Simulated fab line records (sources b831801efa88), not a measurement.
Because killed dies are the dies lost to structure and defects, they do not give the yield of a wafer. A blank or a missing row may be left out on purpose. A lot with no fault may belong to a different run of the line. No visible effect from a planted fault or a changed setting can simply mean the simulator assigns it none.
fab line records | flow sky130
record: lots: 7 | wafers: 21 | last_day: 48
route steps=708 shown LDD_HVP@285 LDD_LDN@289 PAD_OPEN@708
lots that met no fault: from a run of the same line without faults
start_h: start of the lot's first displayed wafer, in hours after the record's first day | wait_h: time in hours since the lot's previous step | " as in the row above | L1.1+2: one row covering several wafers at once | - no value, or no start was given | * or withheld: withheld | < > ~ a bound
route shown NAME@n: a module of which the file shows steps, and the number in the route of the first | usual: the fault-free wafers' mean and standard deviation | same: alike in all rows | chamber/n: place in a boat | sites: each site's reading | _std_site: standard deviation of those values | _edge_site: the outer-site mean with the inner-site mean subtracted | radius_mm: how far each site lies from the wafer's centre | mask NAME#n: copy n | behind: tool/chamber where the wafer was last shaped | hold: cause of the lot's hold/its duration in hours/its outcome | device: the transistor (n, p or np) that didn't switch | end of line: the tests these same wafers got at the end of their route | where a step has no rows: the recipe by itself | killed: the dies lost at the first sort to structure and to defects; this is not the yield of the wafer | map: a wafer's dies, x killed, . not, _ none there
set.NAME: the run value of the setting; set.NAME@STEP: its run value at that earlier step | model.NAME: the simulator's own value behind a step, which no gauge read
lots seen at some steps along the route; tables by step, rows by wafer
services: a tool's chamber out of use, with start hour (start_h, from the record's first day; less than 0 if before it), hours out, and reason
== steps ==
step: SKY_LDD_HVP_OVL_MEAS_07
usual: LDD_HVP_OVL: -0.1/1.4
lot.wafer | tool       | chamber | start_h | wait_h | LDD_HVP_OVL[nm]
L948.1    | overlay-01 | -       | 503.05  | 0.1    | -1.1
L948.3    | "          | -       | "       | "      | -0.4
L948.4    | "          | -       | "       | "      | -1.5
L949.1    | overlay-01 | -       | 519.31  | 0.1    | -2.3
L949.5    | "          | -       | "       | "      | -1.4
L949.6    | "          | -       | "       | "      | -2.8
L950.1    | overlay-02 | -       | 523.22  | 0.1    | 0.5
L950.2    | "          | -       | "       | "      | 0.2
L950.4    | "          | -       | "       | "      | -0.7
L952.2    | overlay-02 | -       | 545.67  | 0.1    | -1.6
L952.4    | "          | -       | "       | "      | -1.8
L952.6    | "          | -       | "       | "      | -1.8
L955.1    | overlay-02 | -       | 570.01  | 0.1    | -0.3
L955.4    | "          | -       | "       | "      | 1.6
L955.5    | "          | -       | "       | "      | 0.8
L956.1    | overlay-01 | -       | 578.47  | 0.1    | -2.2
L956.3    | "          | -       | "       | "      | -2.7
L956.4    | "          | -       | "       | "      | -1.8
L957.4    | overlay-01 | -       | 586.99  | 0.1    | 2.3
L957.5    | "          | -       | "       | "      | 1.3
L957.6    | "          | -       | "       | "      | 1.7
step: SKY_LDD_HVP_IMPLANT_08
recipe: species: B | energy_kev: 20.14 | dose_cm2: 1.7e+13 | tilt_deg: 17.9
step: SKY_LDD_HVP_STRIP_09
recipe: chemistry: O2/N2 | power_w: 1400 | pressure_mtorr: 1500 | platen_temp_c: withheld | o2_flow_sccm: 3000 | n2_flow_sccm: 300 | overash_fraction: 0.5
usual: drypump_motor_current_A: 5.7/0.46 | oes_product_au: 0.408/0.0045 | strip_time_to_endpoint_s: 4.132/0.013
lot.wafer | tool            | chamber | start_h | wait_h | drypump_motor_current_A | oes_product_au | rf_hours_counter_h | strip_time_to_endpoint_s
L948.1    | plasma_asher-04 | 0       | 503.24  | 0.1    | 6.1                     | 0.411          | 72                 | 4.119
L948.3    | "               | 0       | "       | "      | 6.1                     | 0.413          | -                  | 4.139
L948.4    | "               | 1       | "       | "      | 6.0                     | 0.412          | -                  | 4.122
L949.1    | plasma_asher-01 | 0       | 519.50  | 0.1    | 6.3                     | 0.411          | 42                 | 4.137
L949.5    | "               | 0       | "       | "      | 6.3                     | 0.418          | -                  | 4.138
L949.6    | "               | 1       | "       | "      | 5.4                     | 0.403          | -                  | 4.158
L950.1    | plasma_asher-01 | 1       | 523.40  | 0.1    | 5.4                     | 0.402          | 42                 | 4.142
L950.2    | "               | 0       | "       | "      | 6.2                     | 0.410          | 42                 | 4.143
L950.4    | "               | 1       | "       | "      | 5.4                     | 0.408          | -                  | 4.148
L952.2    | plasma_asher-02 | 1       | 545.85  | 0.1    | 4.9                     | 0.410          | 12                 | 4.129
L952.4    | "               | 1       | "       | "      | 4.9                     | 0.408          | -                  | 4.115
L952.6    | "               | 0       | "       | "      | 5.9                     | 0.410          | -                  | 4.143
L955.1    | plasma_asher-01 | 1       | 570.20  | 0.1    | 5.5                     | 0.398          | 48                 | 4.112
L955.4    | "               | 0       | "       | "      | 6.3                     | 0.417          | -                  | 4.137
L955.5    | "               | 1       | "       | "      | 5.4                     | 0.411          | -                  | 4.123
L956.1    | plasma_asher-02 | 0       | 578.65  | 0.1    | 5.8                     | 0.415          | 15                 | 4.130
L956.3    | "               | 1       | "       | "      | 4.9                     | 0.412          | -                  | 4.109
L956.4    | "               | 0       | "       | "      | 5.8                     | 0.414          | -                  | 4.120
L957.4    | plasma_asher-04 | 0       | 587.19  | 0.1    | 6.1                     | 0.408          | -                  | 4.144
L957.5    | "               | 1       | "       | "      | 6.0                     | 0.403          | -                  | 4.158
L957.6    | "               | 0       | "       | "      | 6.1                     | 0.404          | -                  | 4.153
step: SKY_LDD_HVP_TW_MEAS_10
usual: LDD_HVP_TW: 459/3.4
lot.wafer | tool          | chamber | start_h | wait_h | LDD_HVP_TW
L948.1    | film_metro-04 | -       | 503.34  | 0.1    | 457
L948.3    | "             | -       | "       | "      | 459
L948.4    | "             | -       | "       | "      | 461
L949.1    | film_metro-04 | -       | 519.60  | 0.1    | 458
L949.5    | "             | -       | "       | "      | 459
L949.6    | "             | -       | "       | "      | 459
L950.1    | film_metro-04 | -       | 523.50  | 0.1    | 458
L950.2    | "             | -       | "       | "      | 457
L950.4    | "             | -       | "       | "      | 459
L952.2    | film_metro-01 | -       | 545.96  | 0.1    | 465
L952.4    | "             | -       | "       | "      | 463
L952.6    | "             | -       | "       | "      | 466
L955.1    | film_metro-01 | -       | 570.30  | 0.1    | 466
L955.4    | "             | -       | "       | "      | 464
L955.5    | "             | -       | "       | "      | 463
L956.1    | film_metro-01 | -       | 578.75  | 0.1    | 459
L956.3    | "             | -       | "       | "      | 464
L956.4    | "             | -       | "       | "      | 462
L957.4    | film_metro-01 | -       | 587.28  | 0.1    | 463
L957.5    | "             | -       | "       | "      | 462
L957.6    | "             | -       | "       | "      | 464
step: SKY_LDD_LDN_DEHYDRATE_00
recipe: temp_c: 200 | time_s: 60
step: SKY_LDD_LDN_HMDS_01
recipe: prime_time_s: 60 | prime_temp_c: 120
step: SKY_LDD_LDN_COAT_02
recipe: resist: NOVOLAK | spin_rpm: 3000 | resist_thk_nm: 1140
step: SKY_LDD_LDN_SOFTBAKE_03
recipe: temp_c: 90 | time_s: 60 | resist: NOVOLAK
step: SKY_LDD_LDN_EXPOSE_04
recipe: mask_id: LDNTM | na: 0.6 | source_shape: conventional | sigma_outer: 0.6 | polarization: unpolarized | target_cd_nm: 700 | dose_mj: 137.4
step: SKY_LDD_LDN_PEB_05
recipe: temp_c: withheld | time_s: * | resist: NOVOLAK
step: SKY_LDD_LDN_DEVELOP_06
recipe: resist: NOVOLAK | developer: TMAH | develop_time_s: 60 | dev_temp_c: 23
step: SKY_LDD_LDN_OVL_MEAS_07
usual: LDD_LDN_OVL: 1.5/1.1
lot.wafer | tool       | chamber | start_h | wait_h | LDD_LDN_OVL[nm]
L948.1    | overlay-01 | -       | 534.20  | 0.1    | 2.1
L948.3    | "          | -       | "       | "      | 2.5
L948.4    | "          | -       | "       | "      | 1.2
L949.1    | overlay-02 | -       | 549.25  | 0.1    | 1.5
L949.5    | "          | -       | "       | "      | 1.3
L949.6    | "          | -       | "       | "      | 0.3
L950.1    | overlay-02 | -       | 554.11  | 0.1    | 2.0
L950.2    | "          | -       | "       | "      | 2.6
L950.4    | "          | -       | "       | "      | 3.4
L952.2    | overlay-01 | -       | 575.82  | 0.1    | 0.4
L952.4    | "          | -       | "       | "      | -0.2
L952.6    | "          | -       | "       | "      | -0.9
L955.1    | overlay-02 | -       | 599.56  | 0.1    | 0.0
L955.4    | "          | -       | "       | "      | -0.2
L955.5    | "          | -       | "       | "      | 0.7
L956.1    | overlay-02 | -       | 607.81  | 0.1    | 1.0
L956.3    | "          | -       | "       | "      | 0.4
L956.4    | "          | -       | "       | "      | 0.2
L957.4    | overlay-01 | -       | 615.83  | 0.1    | 1.2
L957.5    | "          | -       | "       | "      | 1.8
L957.6    | "          | -       | "       | "      | 2.2
step: SKY_LDD_LDN_IMPLANT_08
recipe: species: As | energy_kev: 15 | dose_cm2: 1.25e+13 | tilt_deg: withheld | rotation_deg: 23
usual: implant_ion_amu: 75/0 | rotation_deg: 22.998/0.021
lot.wafer | tool         | chamber | start_h | wait_h | implant_ion_amu | rotation_deg | model.implant.rp_nm | model.implant.drp_nm
L948.1    | implanter-04 | 0       | 534.24  | 0.0    | 75              | 23.002       | 12.68               | 5.933
L948.3    | "            | 0       | "       | "      | 75              | 22.950       | 12.68               | 5.933
L948.4    | "            | 0       | "       | "      | 75              | 22.995       | 12.68               | 5.933
L949.1    | implanter-01 | 0       | 549.29  | 0.0    | 75              | 23.002       | 13.12               | 5.933
L949.5    | "            | 0       | "       | "      | 75              | 22.990       | 13.12               | 5.933
L949.6    | "            | 0       | "       | "      | 75              | 22.990       | 13.12               | 5.933
L950.1    | implanter-03 | 0       | 554.15  | 0.0    | 75              | 23.020       | 13.25               | 5.933
L950.2    | "            | 0       | "       | "      | 75              | 23.003       | 13.25               | 5.933
L950.4    | "            | 0       | "       | "      | 75              | 23.029       | 13.25               | 5.933
L952.2    | implanter-01 | 0       | 575.87  | 0.0    | 75              | 22.991       | 12.77               | 5.933
L952.4    | "            | 0       | "       | "      | 75              | 22.994       | 12.77               | 5.933
L952.6    | "            | 0       | "       | "      | 75              | 23.031       | 12.77               | 5.933
L955.1    | implanter-01 | 0       | 599.60  | 0.0    | 31              | 22.997       | 22.51               | 10.9
L955.4    | "            | 0       | "       | "      | 31              | 23.011       | 22.51               | 10.9
L955.5    | "            | 0       | "       | "      | 31              | 22.976       | 22.51               | 10.9
L956.1    | implanter-01 | 0       | 607.85  | 0.0    | 31              | 22.973       | 22.45               | 10.9
L956.3    | "            | 0       | "       | "      | 31              | 22.974       | 22.45               | 10.9
L956.4    | "            | 0       | "       | "      | 31              | 22.984       | 22.45               | 10.9
L957.4    | implanter-03 | 0       | 615.92  | 0.1    | 31              | 23.008       | 22.78               | 10.9
L957.5    | "            | 0       | "       | "      | 31              | 22.997       | 22.78               | 10.9
L957.6    | "            | 0       | "       | "      | 31              | 23.018       | 22.78               | 10.9
step: SKY_LDD_LDN_IMPLANT_09
recipe: species: As | energy_kev: 15 | dose_cm2: 1.25e+13 | tilt_deg: withheld | rotation_deg: 113
step: SKY_LDD_LDN_IMPLANT_10
recipe: species: As | energy_kev: 15 | dose_cm2: 1.25e+13 | tilt_deg: withheld | rotation_deg: 203
step: SKY_LDD_LDN_IMPLANT_11
recipe: species: As | energy_kev: 15 | dose_cm2: 1.25e+13 | tilt_deg: withheld | rotation_deg: 293
step: SKY_LDD_LDN_STRIP_12
recipe: chemistry: O2/N2 | power_w: 1400 | pressure_mtorr: 1500 | platen_temp_c: withheld | o2_flow_sccm: 3000 | n2_flow_sccm: 300 | overash_fraction: 0.5
usual: drypump_motor_current_A: 5.6/0.4 | oes_product_au: 0.716/0.0042 | strip_time_to_endpoint_s: 14.17/0.045
lot.wafer | tool            | chamber | start_h | wait_h | drypump_motor_current_A | oes_product_au | rf_hours_counter_h | strip_time_to_endpoint_s
L948.1    | plasma_asher-01 | 1       | 534.84  | 0.1    | 5.4                     | 0.717          | 44                 | 14.11
L948.3    | "               | 0       | "       | "      | 6.2                     | 0.711          | -                  | 14.12
L948.4    | "               | 1       | "       | "      | 5.4                     | 0.724          | -                  | 14.07
L949.1    | plasma_asher-02 | 1       | 549.89  | 0.1    | 4.9                     | 0.712          | 12                 | 14.19
L949.5    | "               | 0       | "       | "      | 5.8                     | 0.708          | -                  | 14.18
L949.6    | "               | 1       | "       | "      | 4.9                     | 0.714          | -                  | 14.22
L950.1    | plasma_asher-03 | 0       | 554.75  | 0.1    | 5.6                     | 0.711          | 73                 | 14.12
L950.2    | "               | 1       | "       | "      | 5.9                     | 0.715          | 73                 | 14.16
L950.4    | "               | 0       | "       | "      | 5.6                     | 0.720          | -                  | 14.17
L952.2    | plasma_asher-02 | 0       | 576.45  | 0.1    | 5.8                     | 0.716          | 15                 | 14.22
L952.4    | "               | 0       | "       | "      | 5.8                     | 0.717          | -                  | 14.20
L952.6    | "               | 1       | "       | "      | 4.9                     | 0.720          | -                  | 14.18
L955.1    | plasma_asher-02 | 0       | 600.20  | 0.1    | 5.8                     | 0.715          | 18                 | 14.12
L955.4    | "               | 1       | "       | "      | 4.9                     | 0.702          | -                  | 14.06
L955.5    | "               | 0       | "       | "      | 5.8                     | 0.716          | -                  | 14.07
L956.1    | plasma_asher-03 | 0       | 608.45  | 0.1    | 5.6                     | 0.713          | 77                 | 14.15
L956.3    | "               | 0       | "       | "      | 5.6                     | 0.719          | -                  | 14.20
L956.4    | "               | 1       | "       | "      | 6.0                     | 0.713          | -                  | 14.16
L957.4    | plasma_asher-02 | 1       | 616.48  | 0.1    | 4.9                     | 0.722          | -                  | 14.17
L957.5    | "               | 0       | "       | "      | 5.8                     | 0.713          | -                  | 14.16
L957.6    | "               | 1       | "       | "      | 4.9                     | 0.713          | -                  | 14.16
step: SKY_LDD_LDN_TW_MEAS_13
usual: LDD_LDN_TW: 1479/8.8
lot.wafer | tool          | chamber | start_h | wait_h | LDD_LDN_TW
L948.1    | film_metro-03 | -       | 534.94  | 0.1    | 1483
L948.3    | "             | -       | "       | "      | 1474
L948.4    | "             | -       | "       | "      | 1483
L949.1    | film_metro-04 | -       | 550.01  | 0.1    | 1496
L949.5    | "             | -       | "       | "      | 1488
L949.6    | "             | -       | "       | "      | 1500
L950.1    | film_metro-03 | -       | 554.85  | 0.1    | 1480
L950.2    | "             | -       | "       | "      | 1476
L950.4    | "             | -       | "       | "      | 1476
L952.2    | film_metro-03 | -       | 576.56  | 0.1    | 1475
L952.4    | "             | -       | "       | "      | 1472
L952.6    | "             | -       | "       | "      | 1467
L955.1    | film_metro-04 | -       | 600.30  | 0.1    | 1412
L955.4    | "             | -       | "       | "      | 1419
L955.5    | "             | -       | "       | "      | 1420
L956.1    | film_metro-03 | -       | 608.60  | 0.1    | 1406
L956.3    | "             | -       | "       | "      | 1409
L956.4    | "             | -       | "       | "      | 1410
L957.4    | film_metro-04 | -       | 616.58  | 0.1    | 1417
L957.5    | "             | -       | "       | "      | 1414
L957.6    | "             | -       | "       | "      | 1414
step: SKY_LDD_LDN_CLEAN_14
recipe: chemistry: SC1/SC2 | mix: 1:4:20 | temp_c: 70 | time_s: 150 | dry: n2_spin
step: SKY_PAD_OPEN_PROBE_99
usual: killed_at_M0_to_M3: 43/5.9 | killed_at_M4_up: 2.9/1.5 | killed_at_contacts: 24/5 | killed_at_front_end: 15/4.8 | killed_at_other: 0.2/0.5 | killed_dies: 86/9.3 | killed_open: 47/7.1 | killed_short: 38/6.3
same: gross_dies: 492 | killed_at_back_side: 0
lot.wafer | tool      | chamber | start_h | wait_h | killed_at_M0_to_M3 | killed_at_M4_up | killed_at_contacts | killed_at_front_end | killed_at_other | killed_dies | killed_open | killed_short | model.etest.tip_sonos.rs_ohm_sq | model.etest.sonos_uncharged.r_on_ohm_um | model.etest.sonos_programmed.off_log10_a_um | model.etest.sonos_programmed.vt_v | model.etest.sonos_baked.vt_v | model.etest.sonos_uncharged.vt_v | model.etest.sonos_erased.vt_v
L948.1    | prober-02 | -       | 1090.37 | 0.1    | 43                 | 2               | 35                 | 14                  | 0               | 94          | 58          | 36           | 2701                            | 814.8                                   | -14.02                                      | 1.399                             | 0.9406                       | -0.4475                          | -2.235
L948.3    | prober-02 | -       | 1090.47 | 0.2    | 44                 | 4               | 22                 | 18                  | 0               | 88          | 44          | 44           | 2719                            | 812.9                                   | -14.02                                      | 1.364                             | 0.8565                       | -0.4484                          | -2.164
L948.4    | prober-02 | -       | 1090.52 | 0.2    | 42                 | 4               | 13                 | 11                  | 1               | 71          | 34          | 37           | 2725                            | 816                                     | -14.13                                      | 1.345                             | 0.8711                       | -0.4508                          | -2.163
L949.1    | prober-01 | -       | 1098.03 | 0.1    | 35                 | 3               | 24                 | 21                  | 0               | 83          | 48          | 35           | 2647                            | 816.5                                   | -13.95                                      | 1.511                             | 1.027                        | -0.4458                          | -2.34
L949.5    | prober-01 | -       | 1098.23 | 0.2    | 47                 | 3               | 30                 | 17                  | 0               | 97          | 48          | 49           | 2679                            | 802.3                                   | -13.97                                      | 1.52                              | 1.021                        | -0.4069                          | -2.311
L949.6    | prober-01 | -       | 1098.28 | 0.2    | 51                 | 2               | 27                 | 19                  | 1               | 100         | 50          | 50           | 2723                            | 817.2                                   | -13.91                                      | 1.56                              | 1.043                        | -0.4211                          | -2.333
L950.1    | prober-02 | -       | 1098.68 | 0.1    | 56                 | 0               | 23                 | 11                  | 0               | 90          | 58          | 32           | 2627                            | 806.4                                   | -13.88                                      | 1.363                             | 0.9417                       | -0.4546                          | -2.22
L950.2    | prober-02 | -       | 1098.73 | 0.1    | 55                 | 4               | 30                 | 8                   | 0               | 97          | 57          | 40           | 2620                            | 825.2                                   | -13.98                                      | 1.378                             | 0.9436                       | -0.4486                          | -2.184
L950.4    | prober-02 | -       | 1098.83 | 0.2    | 49                 | 5               | 22                 | 10                  | 0               | 86          | 46          | 40           | 2646                            | 799.7                                   | -13.97                                      | 1.43                              | 0.961                        | -0.4786                          | -2.189
L952.2    | prober-02 | -       | 1112.75 | 0.1    | 37                 | 7               | 18                 | 34                  | 1               | 97          | 48          | 49           | 2676                            | 819.4                                   | -13.97                                      | 1.433                             | 0.9132                       | -0.4084                          | -2.25
L952.4    | prober-02 | -       | 1112.85 | 0.2    | 48                 | 3               | 22                 | 21                  | 0               | 94          | 49          | 45           | 2730                            | 821.6                                   | -13.98                                      | 1.414                             | 0.9001                       | -0.4211                          | -2.265
L952.6    | prober-02 | -       | 1112.95 | 0.2    | 47                 | 2               | 23                 | 22                  | 1               | 95          | 65          | 30           | 2668                            | 821.5                                   | -13.89                                      | 1.371                             | 0.8691                       | -0.4173                          | -2.177
L955.1    | prober-01 | -       | 1132.12 | 0.1    | 44                 | 3               | 19                 | 20                  | 0               | 86          | 47          | 39           | 1898                            | 748.2                                   | -10.68                                      | 1.198                             | 0.7573                       | -0.5956                          | -2.379
L955.4    | prober-01 | -       | 1132.27 | 0.2    | 45                 | 3               | 14                 | 18                  | 0               | 80          | 41          | 39           | 1886                            | 759.8                                   | -11.24                                      | 1.258                             | 0.7459                       | -0.5417                          | -2.374
L955.5    | prober-01 | -       | 1132.32 | 0.2    | 41                 | 2               | 24                 | 20                  | 0               | 87          | 38          | 49           | 1905                            | 758.9                                   | -11.59                                      | 1.249                             | 0.7515                       | -0.5832                          | -2.367
L956.1    | prober-02 | -       | 1136.48 | 0.1    | 31                 | 4               | 27                 | 21                  | 0               | 83          | 52          | 31           | 1957                            | 772.9                                   | -11.77                                      | 1.248                             | 0.7648                       | -0.5252                          | -2.342
L956.3    | prober-02 | -       | 1136.58 | 0.2    | 47                 | 3               | 28                 | 11                  | 0               | 89          | 46          | 43           | 1938                            | 745.5                                   | -12.13                                      | 1.366                             | 0.8396                       | -0.5854                          | -2.459
L956.4    | prober-02 | -       | 1136.63 | 0.2    | 36                 | 1               | 22                 | 18                  | 1               | 78          | 42          | 36           | 1977                            | 785.1                                   | -12.89                                      | 1.307                             | 0.811                        | -0.5216                          | -2.301
L957.4    | prober-01 | -       | 1141.79 | 0.2    | 46                 | 4               | 24                 | 13                  | 1               | 88          | 50          | 38           | 1939                            | 767                                     | -12.55                                      | 1.321                             | 0.8008                       | -0.5405                          | -2.398
L957.5    | prober-01 | -       | 1141.84 | 0.2    | 39                 | 3               | 28                 | 14                  | 0               | 84          | 44          | 40           | 1993                            | 760.2                                   | -12.21                                      | 1.298                             | 0.7955                       | -0.5862                          | -2.429
L957.6    | prober-01 | -       | 1141.89 | 0.2    | 40                 | 0               | 21                 | 25                  | 0               | 86          | 50          | 36           | 1966                            | 784                                     | -12.72                                      | 1.331                             | 0.829                        | -0.5376                          | -2.452
killed by level:class
L948.1 CONTACT:geometric_particle:open=14 VIA1:geometric_particle:open=11 VIA3:geometric_particle:open=8 CONTACT:geometric_particle:short=7 POLY_GATE:geometric_particle:short=6 LI_CONTACT:geometric_particle:open=6 METAL1:geometric_particle:short=4 POLY_GATE:geometric_particle:open=3
L948.3 VIA1:geometric_particle:open=9 LI_CONTACT:geometric_particle:open=7 CONTACT:geometric_particle:open=7 POLY_GATE:geometric_particle:open=6 FIELD_ISO:geometric_particle:short=5 VIA1:geometric_particle:short=5 VIA2:geometric_particle:open=5 VIA2:geometric_particle:short=5
L948.4 METAL1:geometric_particle:short=7 METAL2:geometric_particle:short=6 LI_CONTACT:geometric_particle:open=5 VIA1:geometric_particle:open=5 VIA2:geometric_particle:open=5 FIELD_ISO:geometric_particle:short=4 CONTACT:geometric_particle:open=4 METAL3:geometric_particle:short=4
L949.1 VIA1:geometric_particle:open=9 FIELD_ISO:geometric_particle:open=8 LI_CONTACT:geometric_particle:open=8 CONTACT:geometric_particle:open=6 FIELD_ISO:geometric_particle:short=5 VIA3:geometric_particle:open=5 VIA3:geometric_particle:short=4 CONTACT:geometric_particle:short=4
L949.5 VIA1:geometric_particle:open=10 FIELD_ISO:geometric_particle:short=7 CONTACT:geometric_particle:open=7 LI_CONTACT:geometric_particle:open=7 CONTACT:geometric_particle:short=6 METAL2:geometric_particle:short=6 VIA3:geometric_particle:open=6 LOCAL_INTERCONNECT:geometric_particle:short=5
L949.6 LI_CONTACT:geometric_particle:open=11 METAL2:geometric_particle:short=11 VIA2:geometric_particle:open=9 VIA3:geometric_particle:open=9 CONTACT:geometric_particle:open=8 METAL3:geometric_particle:short=6 CONTACT:geometric_particle:short=5 FIELD_ISO:geometric_particle:open=4
L950.1 VIA1:geometric_particle:open=13 VIA3:geometric_particle:open=10 VIA2:geometric_particle:open=8 LI_CONTACT:geometric_particle:open=7 CONTACT:geometric_particle:open=6 VIA1:geometric_particle:short=6 METAL3:geometric_particle:short=5 FIELD_ISO:geometric_particle:open=4
L950.2 VIA1:geometric_particle:open=19 CONTACT:geometric_particle:open=10 METAL1:geometric_particle:short=9 VIA1:geometric_particle:short=8 LI_CONTACT:geometric_particle:open=6 VIA3:geometric_particle:open=6 LI_CONTACT:geometric_particle:short=5 POLY_GATE:geometric_particle:open=4
L950.4 VIA1:geometric_particle:open=9 METAL1:geometric_particle:short=8 LI_CONTACT:geometric_particle:open=7 VIA2:geometric_particle:open=7 CONTACT:geometric_particle:open=7 VIA3:geometric_particle:open=6 LOCAL_INTERCONNECT:geometric_particle:short=5 METAL2:geometric_particle:short=5
L952.2 VIA1:geometric_particle:open=12 FIELD_ISO:geometric_particle:short=9 POLY_GATE:geometric_particle:open=7 POLY_GATE:geometric_particle:short=7 VIA3:geometric_particle:open=7 FIELD_ISO:geometric_particle:open=5 METAL4:geometric_particle:short=5 LI_CONTACT:geometric_particle:open=5
L952.4 METAL2:geometric_particle:short=15 CONTACT:geometric_particle:short=8 VIA2:geometric_particle:open=8 FIELD_ISO:geometric_particle:open=7 CONTACT:geometric_particle:open=7 VIA3:geometric_particle:open=7 FIELD_ISO:geometric_particle:short=4 LI_CONTACT:geometric_particle:open=4
L952.6 VIA1:geometric_particle:open=14 CONTACT:geometric_particle:open=13 VIA3:geometric_particle:open=10 LI_CONTACT:geometric_particle:open=7 POLY_GATE:geometric_particle:open=6 POLY_GATE:geometric_particle:short=6 METAL1:geometric_particle:short=6 FIELD_ISO:geometric_particle:open=4
L955.1 VIA1:geometric_particle:open=12 CONTACT:geometric_particle:open=7 VIA3:geometric_particle:open=7 FIELD_ISO:geometric_particle:short=6 VIA2:geometric_particle:open=6 CONTACT:geometric_particle:short=5 POLY_GATE:geometric_particle:open=4 LI_CONTACT:geometric_particle:open=4
L955.4 METAL2:geometric_particle:short=9 VIA1:geometric_particle:open=8 FIELD_ISO:geometric_particle:open=6 VIA1:geometric_particle:short=6 VIA2:geometric_particle:open=6 POLY_GATE:geometric_particle:short=5 LI_CONTACT:geometric_particle:open=5 CONTACT:geometric_particle:open=5
L955.5 FIELD_ISO:geometric_particle:short=8 CONTACT:geometric_particle:open=8 LI_CONTACT:geometric_particle:open=7 METAL2:geometric_particle:short=6 METAL1:geometric_particle:short=5 VIA1:geometric_particle:short=5 VIA2:geometric_particle:short=5 VIA3:geometric_particle:open=5
L956.1 VIA1:geometric_particle:open=9 LI_CONTACT:geometric_particle:open=8 CONTACT:geometric_particle:open=7 CONTACT:geometric_particle:short=6 FIELD_ISO:geometric_particle:short=5 FIELD_ISO:geometric_particle:open=5 VIA2:geometric_particle:open=5 VIA3:geometric_particle:open=5
L956.3 CONTACT:geometric_particle:open=12 VIA1:geometric_particle:open=9 METAL1:geometric_particle:short=9 VIA3:geometric_particle:open=6 FIELD_ISO:geometric_particle:open=5 FIELD_ISO:geometric_particle:short=5 LOCAL_INTERCONNECT:geometric_particle:short=5 METAL3:geometric_particle:short=4
L956.4 LI_CONTACT:geometric_particle:open=7 VIA3:geometric_particle:open=7 CONTACT:geometric_particle:open=6 METAL1:geometric_particle:short=6 POLY_GATE:geometric_particle:short=5 LI_CONTACT:geometric_particle:short=5 VIA1:geometric_particle:open=5 VIA2:geometric_particle:open=5
L957.4 VIA2:geometric_particle:open=10 VIA1:geometric_particle:open=7 CONTACT:geometric_particle:short=6 LI_CONTACT:geometric_particle:open=6 CONTACT:geometric_particle:open=6 METAL1:geometric_particle:short=6 POLY_GATE:geometric_particle:open=5 VIA1:geometric_particle:short=5
L957.5 CONTACT:geometric_particle:open=10 LI_CONTACT:geometric_particle:short=7 VIA2:geometric_particle:open=7 VIA3:geometric_particle:open=7 LI_CONTACT:geometric_particle:open=6 METAL1:geometric_particle:short=6 POLY_GATE:geometric_particle:short=4 VIA1:geometric_particle:short=4
L957.6 CONTACT:geometric_particle:open=12 VIA2:geometric_particle:open=8 POLY_GATE:geometric_particle:short=7 METAL1:geometric_particle:short=6 VIA1:geometric_particle:open=6 VIA3:geometric_particle:open=6 FIELD_ISO:geometric_particle:short=5 LI_CONTACT:geometric_particle:open=5
== services ==
tool            | chamber | start_h | hours | kind
plasma_asher-04 | -       | 482.46  | 13.5  | repair
implanter-04    | -       | 482.68  | 3.2   | repair
implanter-01    | -       | 499.36  | 3.4   | pm
implanter-03    | -       | 501.55  | 3.1   | pm
implanter-01    | -       | 502.86  | 2.2   | repair
implanter-04    | -       | 535.16  | 2.0   | repair
implanter-03    | -       | 541.23  | 1.7   | pm
plasma_asher-03 | -       | 555.24  | 14.6  | pm
implanter-04    | -       | 566.28  | 3.4   | pm
implanter-04    | -       | 571.49  | 0.9   | repair
implanter-03    | -       | 575.55  | 3.4   | repair
implanter-03    | -       | 586.59  | 7.9   | repair
== key ==
first_sign: step: SKY_LDD_LDN_IMPLANT_08 | reading: implant_ion_amu | direction: down | sigmas: 99+ | usual: 75 | struck: 31
effect: step: SKY_LDD_LDN_TW_MEAS_13 | reading: LDD_LDN_TW | direction: down | sigmas: 7.3 | usual: 1479 | struck: 1414
model_effect: step: SKY_LDD_LDN_IMPLANT_08 | value: implant.rp_nm | without: 12.69 | struck: 22.58
model_effect: step: SKY_PAD_OPEN_PROBE_99 | value: etest.tip_sonos.rs_ohm_sq | without: 2753 | struck: 1940
met_at SKY_LDD_LDN_IMPLANT_08
struck_wafers L955.1,L955.4,L955.5,L956.1,L956.3,L956.4,L957.4,L957.5,L957.6
tester_left_out L955,L956,L957
onset_between 575.87 599.60
fault: kind: wrong_recipe_download | tool: implanter-01,implanter-03,implanter-04 | chamber: - | onset_h: 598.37 | steps: SKY_LDD_LDN_IMPLANT_08 | wrong_recipe.not_listed: 1
tester_left_out: of these lots the tester's yield and bins aren't shown, on N5 and GAA mostly nor the transistor test; their killed dies are dies lost to structure and defects alone, not to doping, threshold or leakage, so they don't give the yield
